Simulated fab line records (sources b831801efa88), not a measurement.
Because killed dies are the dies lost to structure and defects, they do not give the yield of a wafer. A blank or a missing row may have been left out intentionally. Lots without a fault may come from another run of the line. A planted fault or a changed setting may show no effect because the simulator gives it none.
Which tool did it? + flow sky130 + 12 lots, 36 wafers sampled, at 2 steps of a route of 708

== WHAT THE GAUGES READ, wafer by wafer ==
SKY_CONTACT_OVL_MEAS_15.
| lot  | measured     | on         | CONTACT_OVL (nm) |
|------|--------------|------------|------------------|
| L075 | day 31 18:23 | overlay-02 | 5 4 -4           |
| L077 | day 32 11:59 | overlay-01 | 8 0 8            |
| L079 | day 32 22:38 | overlay-02 | 12 5 6           |
| L081 | day 33 22:29 | overlay-02 | 2 4 10           |
| L083 | day 34 13:29 | overlay-01 | 1 -7 -5          |
| L085 | day 35 05:14 | overlay-02 | -11 2 -8         |
| L087 | day 36 03:27 | overlay-01 | -1 7 4           |
| L088 | day 36 10:04 | overlay-01 | -6 -12 -1        |
| L092 | day 37 05:41 | overlay-02 | 0 -7 5           |
| L093 | day 37 12:46 | overlay-01 | 3 1 1            |
| L095 | day 38 06:23 | overlay-01 | -3 -4 4          |
| L097 | day 38 17:03 | overlay-01 | 3 -6 7           |

== EACH LOT AND THE TOOL THAT RAN IT (in order: tool; ch and the chambers of the sampled wafers; start) ==
| lot  | SKY_SD_N_STRIP_11                    |
|------|--------------------------------------|
| L075 | plasma_asher-02 ch 0,1, day 28 03:10 |
| L077 | plasma_asher-02 ch 0,1, day 28 21:11 |
| L079 | plasma_asher-03 ch 0,1, day 29 09:01 |
| L081 | plasma_asher-03 ch 0,1, day 30 09:58 |
| L083 | plasma_asher-03 ch 0,1, day 31 00:01 |
| L085 | plasma_asher-04 ch 0,1, day 31 17:02 |
| L087 | plasma_asher-04 ch 0,1, day 32 15:42 |
| L088 | plasma_asher-04 ch 0,1, day 32 22:46 |
| L092 | plasma_asher-02 ch 0,1, day 33 18:22 |
| L093 | plasma_asher-03 ch 0,1, day 34 01:21 |
| L095 | plasma_asher-03 ch 0,1, day 34 18:44 |
| L097 | plasma_asher-04 ch 0,1, day 35 05:52 |
- SKY_SD_N_STRIP_11: strips in O2/N2.

== THE ANSWER, worked out from the rows above alone ==
Rule: the lots themselves supply what counts as usual. The widest of any qualifying gaps counts: lots, ordered by their means at a reading, are off when they make up no more than a third of the lots, leave a main group of 4 or more, and stand apart from it by 3 or more times the standard deviation of that group's means. A main group whose means are all the same, to the digits that the tables above print for the reading, isn't used. Also off: a lot with no number at a reading for which 4 or more lots have one. Any other lot the step has rows for is counted as sound.
No lot is off at any reading shown: from this, nothing can be told.

== WHAT THE SIMULATOR HAD PUT IN ==
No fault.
